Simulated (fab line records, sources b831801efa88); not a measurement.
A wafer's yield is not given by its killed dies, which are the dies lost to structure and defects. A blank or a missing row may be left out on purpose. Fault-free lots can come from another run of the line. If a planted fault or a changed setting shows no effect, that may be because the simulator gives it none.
What tool caused it? / flow gf180mcu / 24 lots, 72 wafers sampled, at 6 steps of a route of 602

## WHAT EACH GAUGE READ, for each wafer
GF_M4_CD_MEAS_14: target cd 280 nm.
lot=L074; measured=day 23 17:23; on=cd_sem-01; cd_nm (nm)=278.8 280.1 279.4
lot=L075; measured=day 24 15:20; on=cd_sem-01; cd_nm (nm)=281.0 280.8 281.1
lot=L077; measured=day 25 03:51; on=cd_sem-02; cd_nm (nm)=280.5 280.3 280.3
lot=L076; measured=day 25 09:58; on=cd_sem-01; cd_nm (nm)=279.1 280.0 279.6
lot=L078; measured=day 25 14:42; on=cd_sem-02; cd_nm (nm)=279.8 280.2 279.7
lot=L079; measured=day 25 20:00; on=cd_sem-01; cd_nm (nm)=280.9 281.2 281.6
lot=L080; measured=day 26 10:57; on=cd_sem-02; cd_nm (nm)=279.5 278.6 278.0
lot=L082; measured=day 27 04:28; on=cd_sem-01; cd_nm (nm)=281.5 280.4 281.5
lot=L081; measured=day 27 06:41; on=cd_sem-02; cd_nm (nm)=279.1 278.1 278.4
lot=L084; measured=day 27 09:19; on=cd_sem-01; cd_nm (nm)=281.0 281.1 280.5
lot=L083; measured=day 27 10:37; on=cd_sem-02; cd_nm (nm)=277.6 278.3 277.7
lot=L085; measured=day 27 13:48; on=cd_sem-01; cd_nm (nm)=279.3 278.9 278.1
lot=L086; measured=day 28 03:25; on=cd_sem-02; cd_nm (nm)=281.1 280.8 280.7
lot=L087; measured=day 28 08:40; on=cd_sem-02; cd_nm (nm)=279.9 280.4 279.0
lot=L088; measured=day 28 14:07; on=cd_sem-01; cd_nm (nm)=279.2 278.8 279.1
lot=L089; measured=day 28 22:12; on=cd_sem-02; cd_nm (nm)=280.3 280.3 280.6
lot=L090; measured=day 29 08:22; on=cd_sem-01; cd_nm (nm)=279.4 280.0 281.1
lot=L091; measured=day 29 09:00; on=cd_sem-01; cd_nm (nm)=278.9 279.4 278.8
lot=L092; measured=day 30 01:04; on=cd_sem-01; cd_nm (nm)=280.5 280.5 281.6
lot=L093; measured=day 30 03:43; on=cd_sem-02; cd_nm (nm)=278.9 279.7 280.0
lot=L094; measured=day 30 07:42; on=cd_sem-01; cd_nm (nm)=279.9 279.4 280.0
lot=L095; measured=day 30 15:23; on=cd_sem-01; cd_nm (nm)=281.9 280.9 281.1
lot=L096; measured=day 30 21:38; on=cd_sem-02; cd_nm (nm)=279.1 278.7 279.4
lot=L097; measured=day 31 02:22; on=cd_sem-02; cd_nm (nm)=280.3 280.4 280.8

GF_V4_BOW_MEAS_05.
lot=L074; measured=day 23 18:46; on=film_metro-03; V4_BOW (um)=138 140 136
lot=L075; measured=day 24 16:51; on=film_metro-03; V4_BOW (um)=141 131 139
lot=L077; measured=day 25 05:14; on=film_metro-01; V4_BOW (um)=146 124 154
lot=L076; measured=day 25 11:20; on=film_metro-01; V4_BOW (um)=132 152 149
lot=L078; measured=day 25 16:09; on=film_metro-04; V4_BOW (um)=132 128 143
lot=L079; measured=day 25 21:25; on=film_metro-03; V4_BOW (um)=139 128 158
lot=L080; measured=day 26 12:20; on=film_metro-03; V4_BOW (um)=152 158 150
lot=L082; measured=day 27 06:02; on=film_metro-04; V4_BOW (um)=141 127 123
lot=L081; measured=day 27 08:07; on=film_metro-04; V4_BOW (um)=142 135 137
lot=L084; measured=day 27 10:50; on=film_metro-04; V4_BOW (um)=116 133 131
lot=L083; measured=day 27 12:01; on=film_metro-03; V4_BOW (um)=134 139 132
lot=L085; measured=day 27 15:13; on=film_metro-01; V4_BOW (um)=121 128 139
lot=L086; measured=day 28 04:55; on=film_metro-01; V4_BOW (um)=118 135 136
lot=L087; measured=day 28 10:11; on=film_metro-04; V4_BOW (um)=139 139 155
lot=L088; measured=day 28 15:30; on=film_metro-03; V4_BOW (um)=140 145 128
lot=L089; measured=day 28 23:35; on=film_metro-04; V4_BOW (um)=132 137 139
lot=L090; measured=day 29 09:52; on=film_metro-03; V4_BOW (um)=145 140 132
lot=L091; measured=day 29 10:43; on=film_metro-03; V4_BOW (um)=139 136 143
lot=L092; measured=day 30 02:28; on=film_metro-04; V4_BOW (um)=132 145 139
lot=L093; measured=day 30 05:06; on=film_metro-03; V4_BOW (um)=140 138 124
lot=L094; measured=day 30 09:05; on=film_metro-01; V4_BOW (um)=139 131 122
lot=L095; measured=day 30 16:48; on=film_metro-04; V4_BOW (um)=143 130 123
lot=L096; measured=day 30 23:02; on=film_metro-03; V4_BOW (um)=132 123 141
lot=L097; measured=day 31 03:45; on=film_metro-03; V4_BOW (um)=130 140 128

GF_MIM_RS_MEAS_10: measurement is done with a four-point probe.
lot=L074; measured=day 24 19:38; on=film_metro-03; MIM_ALCU_RS (ohm/sq)=0.1594 0.1584 0.1584
lot=L075; measured=day 25 16:53; on=film_metro-04; MIM_ALCU_RS (ohm/sq)=0.1598 0.1599 0.1606
lot=L077; measured=day 26 05:19; on=film_metro-03; MIM_ALCU_RS (ohm/sq)=0.1608 0.1631 0.1617
lot=L076; measured=day 26 11:44; on=film_metro-02; MIM_ALCU_RS (ohm/sq)=0.1596 0.1606 0.1599
lot=L078; measured=day 26 15:53; on=film_metro-04; MIM_ALCU_RS (ohm/sq)=0.1612 0.1612 0.1617
lot=L079; measured=day 26 21:47; on=film_metro-02; MIM_ALCU_RS (ohm/sq)=0.1582 0.1594 0.1595
lot=L080; measured=day 27 11:35; on=film_metro-02; MIM_ALCU_RS (ohm/sq)=0.1608 0.1581 0.1605
lot=L082; measured=day 28 04:58; on=film_metro-04; MIM_ALCU_RS (ohm/sq)=0.1559 0.1576 0.1566
lot=L081; measured=day 28 06:55; on=film_metro-03; MIM_ALCU_RS (ohm/sq)=0.1603 0.1583 0.1598
lot=L084; measured=day 28 09:35; on=film_metro-03; MIM_ALCU_RS (ohm/sq)=0.1579 0.1579 0.1580
lot=L083; measured=day 28 10:56; on=film_metro-03; MIM_ALCU_RS (ohm/sq)=0.1588 0.1596 0.1602
lot=L085; measured=day 28 14:07; on=film_metro-03; MIM_ALCU_RS (ohm/sq)=0.1609 0.1603 0.1613
lot=L086; measured=day 29 02:26; on=film_metro-04; MIM_ALCU_RS (ohm/sq)=0.1608 0.1617 0.1620
lot=L087; measured=day 29 08:29; on=film_metro-02; MIM_ALCU_RS (ohm/sq)=0.1599 0.1602 0.1575
lot=L088; measured=day 29 13:17; on=film_metro-03; MIM_ALCU_RS (ohm/sq)=0.1600 0.1601 0.1615
lot=L089; measured=day 29 20:57; on=film_metro-03; MIM_ALCU_RS (ohm/sq)=0.1612 0.1618 0.1610
lot=L090; measured=day 30 07:08; on=film_metro-03; MIM_ALCU_RS (ohm/sq)=0.1590 0.1601 0.1607
lot=L091; measured=day 30 07:55; on=film_metro-04; MIM_ALCU_RS (ohm/sq)=0.1596 0.1614 0.1609
lot=L092; measured=day 30 23:30; on=film_metro-03; MIM_ALCU_RS (ohm/sq)=0.1612 0.1626 0.1612
lot=L093; measured=day 31 02:10; on=film_metro-02; MIM_ALCU_RS (ohm/sq)=0.1599 0.1596 0.1579
lot=L094; measured=day 31 05:58; on=film_metro-02; MIM_ALCU_RS (ohm/sq)=0.1593 0.1595 0.1600
lot=L095; measured=day 31 13:05; on=film_metro-03; MIM_ALCU_RS (ohm/sq)=0.1598 0.1586 0.1603
lot=L096; measured=day 31 18:32; on=film_metro-04; MIM_ALCU_RS (ohm/sq)=0.1597 0.1608 0.1583
lot=L097; measured=day 32 00:01; on=film_metro-03; MIM_ALCU_RS (ohm/sq)=0.1635 0.1649 0.1645

## TOOL THAT RAN EACH LOT (tool first, then ch and the chambers of the sampled wafers, then the start)
lot=L074; GF_V2_STRIP_18=plasma_asher-03 ch 0,1, day 20 13:17; GF_M4_SPUTTER_02=pvd_sputter-03, day 22 18:31; GF_M4_METAL_ETCH_16=rie_metal-01 ch 0,1, day 23 17:31
lot=L075; GF_V2_STRIP_18=plasma_asher-02 ch 0,1, day 21 13:04; GF_M4_SPUTTER_02=pvd_sputter-03, day 23 16:54; GF_M4_METAL_ETCH_16=rie_metal-02 ch 0, day 24 15:29
lot=L077; GF_V2_STRIP_18=plasma_asher-02 ch 1, day 22 03:29; GF_M4_SPUTTER_02=pvd_sputter-04, day 24 05:51; GF_M4_METAL_ETCH_16=rie_metal-02 ch 0,1, day 25 04:01
lot=L076; GF_V2_STRIP_18=plasma_asher-02 ch 0,1, day 22 08:14; GF_M4_SPUTTER_02=pvd_sputter-04, day 24 11:48; GF_M4_METAL_ETCH_16=rie_metal-02 ch 0,1, day 25 10:07
lot=L078; GF_V2_STRIP_18=plasma_asher-02 ch 0,1, day 22 15:20; GF_M4_SPUTTER_02=pvd_sputter-02, day 24 17:09; GF_M4_METAL_ETCH_16=rie_metal-01 ch 0, day 25 14:52
lot=L079; GF_V2_STRIP_18=plasma_asher-02 ch 0,1, day 22 19:07; GF_M4_SPUTTER_02=pvd_sputter-03, day 24 21:35; GF_M4_METAL_ETCH_16=rie_metal-02 ch 0,1, day 25 20:10
lot=L080; GF_V2_STRIP_18=plasma_asher-03 ch 0,1, day 23 10:14; GF_M4_SPUTTER_02=pvd_sputter-04, day 25 12:17; GF_M4_METAL_ETCH_16=rie_metal-01 ch 0,1, day 26 11:07
lot=L082; GF_V2_STRIP_18=plasma_asher-04 ch 0,1, day 24 06:14; GF_M4_SPUTTER_02=pvd_sputter-02, day 26 07:10; GF_M4_METAL_ETCH_16=rie_metal-04 ch 1, day 27 04:37
lot=L081; GF_V2_STRIP_18=plasma_asher-04 ch 0,1, day 24 07:20; GF_M4_SPUTTER_02=pvd_sputter-02, day 26 08:43; GF_M4_METAL_ETCH_16=rie_metal-01 ch 0,1, day 27 06:50
lot=L084; GF_V2_STRIP_18=plasma_asher-03 ch 0,1, day 24 10:53; GF_M4_SPUTTER_02=pvd_sputter-03, day 26 11:56; GF_M4_METAL_ETCH_16=rie_metal-02 ch 1, day 27 09:30
lot=L083; GF_V2_STRIP_18=plasma_asher-03 ch 0,1, day 24 12:35; GF_M4_SPUTTER_02=pvd_sputter-03, day 26 12:57; GF_M4_METAL_ETCH_16=rie_metal-01 ch 0,1, day 27 10:46
lot=L085; GF_V2_STRIP_18=plasma_asher-04 ch 0, day 24 16:35; GF_M4_SPUTTER_02=pvd_sputter-02, day 26 16:20; GF_M4_METAL_ETCH_16=rie_metal-04 ch 1, day 27 13:58
lot=L086; GF_V2_STRIP_18=plasma_asher-04 ch 0,1, day 25 07:05; GF_M4_SPUTTER_02=pvd_sputter-02, day 27 06:57; GF_M4_METAL_ETCH_16=rie_metal-02 ch 0, day 28 03:34
lot=L087; GF_V2_STRIP_18=plasma_asher-04 ch 0,1, day 25 11:08; GF_M4_SPUTTER_02=pvd_sputter-03, day 27 11:59; GF_M4_METAL_ETCH_16=rie_metal-01 ch 0, day 28 08:51
lot=L088; GF_V2_STRIP_18=plasma_asher-04 ch 0,1, day 25 17:22; GF_M4_SPUTTER_02=pvd_sputter-02, day 27 17:37; GF_M4_METAL_ETCH_16=rie_metal-01 ch 0,1, day 28 14:16
lot=L089; GF_V2_STRIP_18=plasma_asher-02 ch 0,1, day 26 04:01; GF_M4_SPUTTER_02=pvd_sputter-02, day 28 02:09; GF_M4_METAL_ETCH_16=rie_metal-01 ch 0,1, day 28 22:22
lot=L090; GF_V2_STRIP_18=plasma_asher-03 ch 0,1, day 26 13:22; GF_M4_SPUTTER_02=pvd_sputter-02, day 28 12:26; GF_M4_METAL_ETCH_16=rie_metal-01 ch 0,1, day 29 08:31
lot=L091; GF_V2_STRIP_18=plasma_asher-04 ch 0,1, day 26 13:53; GF_M4_SPUTTER_02=pvd_sputter-03, day 28 12:44; GF_M4_METAL_ETCH_16=rie_metal-04 ch 0,1, day 29 09:10
lot=L092; GF_V2_STRIP_18=plasma_asher-04 ch 0,1, day 27 08:11; GF_M4_SPUTTER_02=pvd_sputter-03, day 29 06:16; GF_M4_METAL_ETCH_16=rie_metal-04 ch 0,1, day 30 01:13
lot=L093; GF_V2_STRIP_18=plasma_asher-02 ch 0,1, day 27 11:16; GF_M4_SPUTTER_02=pvd_sputter-04, day 29 07:50; GF_M4_METAL_ETCH_16=rie_metal-02 ch 0,1, day 30 03:52
lot=L094; GF_V2_STRIP_18=plasma_asher-03 ch 0,1, day 27 16:35; GF_M4_SPUTTER_02=pvd_sputter-03, day 29 13:05; GF_M4_METAL_ETCH_16=rie_metal-01 ch 0,1, day 30 07:52
lot=L095; GF_V2_STRIP_18=plasma_asher-03 ch 0,1, day 28 02:37; GF_M4_SPUTTER_02=pvd_sputter-03, day 29 20:57; GF_M4_METAL_ETCH_16=rie_metal-01 ch 0,1, day 30 15:33
lot=L096; GF_V2_STRIP_18=plasma_asher-04 ch 0,1, day 28 07:57; GF_M4_SPUTTER_02=pvd_sputter-04, day 30 03:02; GF_M4_METAL_ETCH_16=rie_metal-04 ch 0,1, day 30 21:48
lot=L097; GF_V2_STRIP_18=plasma_asher-04 ch 0,1, day 28 12:29; GF_M4_SPUTTER_02=pvd_sputter-04, day 30 07:38; GF_M4_METAL_ETCH_16=rie_metal-02 ch 0,1, day 31 02:31
- GF_V2_STRIP_18: strips in O2/N2.
- GF_M4_SPUTTER_02: material AlCu, target thk 450 nm, time 23.9 s.
- GF_M4_METAL_ETCH_16: etches the open film in Cl2/BCl3, stops on SiO2, target depth 750.8 nm, time 125.1 s.

## WHAT THE TOOLS THEMSELVES READ (means of the sampled wafers that have a number; where no wafer has one, the mark that the record gives instead)
GF_V2_STRIP_18.
lot=L074; tool=plasma_asher-03; drypump_motor_current_A (A)=5.6; heater_power_w (W)=368; oes_product_au (a.u.)=0.593
lot=L075; tool=plasma_asher-02; drypump_motor_current_A (A)=5.8; heater_power_w (W)=328; oes_product_au (a.u.)=0.593
lot=L077; tool=plasma_asher-02; drypump_motor_current_A (A)=5.9; heater_power_w (W)=330; oes_product_au (a.u.)=0.590
lot=L076; tool=plasma_asher-02; drypump_motor_current_A (A)=5.8; heater_power_w (W)=330; oes_product_au (a.u.)=0.594
lot=L078; tool=plasma_asher-02; drypump_motor_current_A (A)=5.7; heater_power_w (W)=328; oes_product_au (a.u.)=0.591
lot=L079; tool=plasma_asher-02; drypump_motor_current_A (A)=5.8; heater_power_w (W)=328; oes_product_au (a.u.)=0.593
lot=L080; tool=plasma_asher-03; drypump_motor_current_A (A)=5.2; heater_power_w (W)=327; oes_product_au (a.u.)=0.592
lot=L082; tool=plasma_asher-04; drypump_motor_current_A (A)=5.2; heater_power_w (W)=362; oes_product_au (a.u.)=0.594
lot=L081; tool=plasma_asher-04; drypump_motor_current_A (A)=5.4; heater_power_w (W)=377; oes_product_au (a.u.)=0.586
lot=L084; tool=plasma_asher-03; drypump_motor_current_A (A)=5.2; heater_power_w (W)=337; oes_product_au (a.u.)=0.596
lot=L083; tool=plasma_asher-03; drypump_motor_current_A (A)=5.6; heater_power_w (W)=370; oes_product_au (a.u.)=0.588
lot=L085; tool=plasma_asher-04; drypump_motor_current_A (A)=5.1; heater_power_w (W)=359; oes_product_au (a.u.)=0.593
lot=L086; tool=plasma_asher-04; drypump_motor_current_A (A)=5.3; heater_power_w (W)=362; oes_product_au (a.u.)=0.590
lot=L087; tool=plasma_asher-04; drypump_motor_current_A (A)=5.4; heater_power_w (W)=379; oes_product_au (a.u.)=0.592
lot=L088; tool=plasma_asher-04; drypump_motor_current_A (A)=5.4; heater_power_w (W)=378; oes_product_au (a.u.)=0.591
lot=L089; tool=plasma_asher-02; drypump_motor_current_A (A)=5.8; heater_power_w (W)=329; oes_product_au (a.u.)=0.593
lot=L090; tool=plasma_asher-03; drypump_motor_current_A (A)=5.6; heater_power_w (W)=362; oes_product_au (a.u.)=0.596
lot=L091; tool=plasma_asher-04; drypump_motor_current_A (A)=5.3; heater_power_w (W)=364; oes_product_au (a.u.)=0.593
lot=L092; tool=plasma_asher-04; drypump_motor_current_A (A)=5.4; heater_power_w (W)=372; oes_product_au (a.u.)=0.595
lot=L093; tool=plasma_asher-02; drypump_motor_current_A (A)=5.8; heater_power_w (W)=326; oes_product_au (a.u.)=0.594
lot=L094; tool=plasma_asher-03; drypump_motor_current_A (A)=5.6; heater_power_w (W)=368; oes_product_au (a.u.)=0.591
lot=L095; tool=plasma_asher-03; drypump_motor_current_A (A)=5.6; heater_power_w (W)=368; oes_product_au (a.u.)=0.592
lot=L096; tool=plasma_asher-04; drypump_motor_current_A (A)=5.4; heater_power_w (W)=370; oes_product_au (a.u.)=0.591
lot=L097; tool=plasma_asher-04; drypump_motor_current_A (A)=5.4; heater_power_w (W)=382; oes_product_au (a.u.)=0.593

GF_M4_SPUTTER_02.
lot=L074; tool=pvd_sputter-03; throttle_valve_pct (%)=29.9
lot=L075; tool=pvd_sputter-03; throttle_valve_pct (%)=30.6
lot=L077; tool=pvd_sputter-04; throttle_valve_pct (%)=29.5
lot=L076; tool=pvd_sputter-04; throttle_valve_pct (%)=29.9
lot=L078; tool=pvd_sputter-02; throttle_valve_pct (%)=30.8
lot=L079; tool=pvd_sputter-03; throttle_valve_pct (%)=31.1
lot=L080; tool=pvd_sputter-04; throttle_valve_pct (%)=30.2
lot=L082; tool=pvd_sputter-02; throttle_valve_pct (%)=30.5
lot=L081; tool=pvd_sputter-02; throttle_valve_pct (%)=30.6
lot=L084; tool=pvd_sputter-03; throttle_valve_pct (%)=29.4
lot=L083; tool=pvd_sputter-03; throttle_valve_pct (%)=32.0
lot=L085; tool=pvd_sputter-02; throttle_valve_pct (%)=30.5
lot=L086; tool=pvd_sputter-02; throttle_valve_pct (%)=30.5
lot=L087; tool=pvd_sputter-03; throttle_valve_pct (%)=30.8
lot=L088; tool=pvd_sputter-02; throttle_valve_pct (%)=30.3
lot=L089; tool=pvd_sputter-02; throttle_valve_pct (%)=30.7
lot=L090; tool=pvd_sputter-02; throttle_valve_pct (%)=29.9
lot=L091; tool=pvd_sputter-03; throttle_valve_pct (%)=31.4
lot=L092; tool=pvd_sputter-03; throttle_valve_pct (%)=31.5
lot=L093; tool=pvd_sputter-04; throttle_valve_pct (%)=29.4
lot=L094; tool=pvd_sputter-03; throttle_valve_pct (%)=29.7
lot=L095; tool=pvd_sputter-03; throttle_valve_pct (%)=31.9
lot=L096; tool=pvd_sputter-04; throttle_valve_pct (%)=29.9
lot=L097; tool=pvd_sputter-04; throttle_valve_pct (%)=29.1

GF_M4_METAL_ETCH_16.
lot=L074; tool=rie_metal-01; drypump_motor_current_A (A)=6.6; mfc_cl2_sccm (sccm)=80.29; oes_product_au (a.u.)=0.991; throttle_valve_pct (%)=28.235
lot=L075; tool=rie_metal-02; drypump_motor_current_A (A)=5.8; mfc_cl2_sccm (sccm)=79.76; oes_product_au (a.u.)=0.986; throttle_valve_pct (%)=28.232
lot=L077; tool=rie_metal-02; drypump_motor_current_A (A)=5.9; mfc_cl2_sccm (sccm)=80.03; oes_product_au (a.u.)=0.991; throttle_valve_pct (%)=28.236
lot=L076; tool=rie_metal-02; drypump_motor_current_A (A)=6.0; mfc_cl2_sccm (sccm)=79.93; oes_product_au (a.u.)=0.993; throttle_valve_pct (%)=28.230
lot=L078; tool=rie_metal-01; drypump_motor_current_A (A)=6.7; mfc_cl2_sccm (sccm)=79.80; oes_product_au (a.u.)=0.992; throttle_valve_pct (%)=28.220
lot=L079; tool=rie_metal-02; drypump_motor_current_A (A)=5.9; mfc_cl2_sccm (sccm)=79.95; oes_product_au (a.u.)=0.992; throttle_valve_pct (%)=28.231
lot=L080; tool=rie_metal-01; drypump_motor_current_A (A)=6.4; mfc_cl2_sccm (sccm)=80.16; oes_product_au (a.u.)=0.988; throttle_valve_pct (%)=28.230
lot=L082; tool=rie_metal-04; drypump_motor_current_A (A)=6.0; mfc_cl2_sccm (sccm)=79.78; oes_product_au (a.u.)=0.984; throttle_valve_pct (%)=28.240
lot=L081; tool=rie_metal-01; drypump_motor_current_A (A)=6.5; mfc_cl2_sccm (sccm)=80.24; oes_product_au (a.u.)=0.985; throttle_valve_pct (%)=28.235
lot=L084; tool=rie_metal-02; drypump_motor_current_A (A)=6.1; mfc_cl2_sccm (sccm)=80.23; oes_product_au (a.u.)=0.985; throttle_valve_pct (%)=28.228
lot=L083; tool=rie_metal-01; drypump_motor_current_A (A)=6.4; mfc_cl2_sccm (sccm)=80.01; oes_product_au (a.u.)=0.991; throttle_valve_pct (%)=28.234
lot=L085; tool=rie_metal-04; drypump_motor_current_A (A)=6.0; mfc_cl2_sccm (sccm)=79.90; oes_product_au (a.u.)=0.978; throttle_valve_pct (%)=28.247
lot=L086; tool=rie_metal-02; drypump_motor_current_A (A)=5.8; mfc_cl2_sccm (sccm)=80.05; oes_product_au (a.u.)=0.997; throttle_valve_pct (%)=28.220
lot=L087; tool=rie_metal-01; drypump_motor_current_A (A)=6.7; mfc_cl2_sccm (sccm)=80.20; oes_product_au (a.u.)=0.986; throttle_valve_pct (%)=28.233
lot=L088; tool=rie_metal-01; drypump_motor_current_A (A)=6.3; mfc_cl2_sccm (sccm)=79.98; oes_product_au (a.u.)=0.996; throttle_valve_pct (%)=28.220
lot=L089; tool=rie_metal-01; drypump_motor_current_A (A)=6.3; mfc_cl2_sccm (sccm)=79.91; oes_product_au (a.u.)=0.994; throttle_valve_pct (%)=28.231
lot=L090; tool=rie_metal-01; drypump_motor_current_A (A)=6.5; mfc_cl2_sccm (sccm)=80.08; oes_product_au (a.u.)=0.988; throttle_valve_pct (%)=28.220
lot=L091; tool=rie_metal-04; drypump_motor_current_A (A)=5.8; mfc_cl2_sccm (sccm)=79.97; oes_product_au (a.u.)=0.982; throttle_valve_pct (%)=28.236
lot=L092; tool=rie_metal-04; drypump_motor_current_A (A)=5.8; mfc_cl2_sccm (sccm)=79.99; oes_product_au (a.u.)=0.984; throttle_valve_pct (%)=28.245
lot=L093; tool=rie_metal-02; drypump_motor_current_A (A)=6.0; mfc_cl2_sccm (sccm)=79.88; oes_product_au (a.u.)=0.992; throttle_valve_pct (%)=28.227
lot=L094; tool=rie_metal-01; drypump_motor_current_A (A)=6.5; mfc_cl2_sccm (sccm)=79.67; oes_product_au (a.u.)=0.987; throttle_valve_pct (%)=28.225
lot=L095; tool=rie_metal-01; drypump_motor_current_A (A)=6.5; mfc_cl2_sccm (sccm)=79.73; oes_product_au (a.u.)=0.995; throttle_valve_pct (%)=28.227
lot=L096; tool=rie_metal-04; drypump_motor_current_A (A)=5.6; mfc_cl2_sccm (sccm)=80.23; oes_product_au (a.u.)=0.988; throttle_valve_pct (%)=28.223
lot=L097; tool=rie_metal-02; drypump_motor_current_A (A)=6.0; mfc_cl2_sccm (sccm)=80.09; oes_product_au (a.u.)=0.992; throttle_valve_pct (%)=28.232

## THE ANSWER, worked out from the rows above alone
Rule: what is usual is taken from the lots themselves. The widest of any qualifying gaps counts: lots, ordered by their means at a reading, are off when they make up no more than a third of the lots, leave a main group of 4 or more, and stand apart from it by 3 or more times the standard deviation of that group's means. If all means in a main group match to the digits the tables above print for the reading, that group is not used. A lot without any number at a reading at which 4 lots or more have one is off too. The other lots that the step has rows for count as sound. The gauges are gone through in route order, then the tools' own readings, and for those a lot's mean is taken as printed above. At the first step where some lot is off, the reading lying furthest off is the one used; lots without a number count as furthest.
No lot is off on any of the readings shown, so nothing can be concluded from this.

## WHAT THE SIMULATOR HAD INSERTED
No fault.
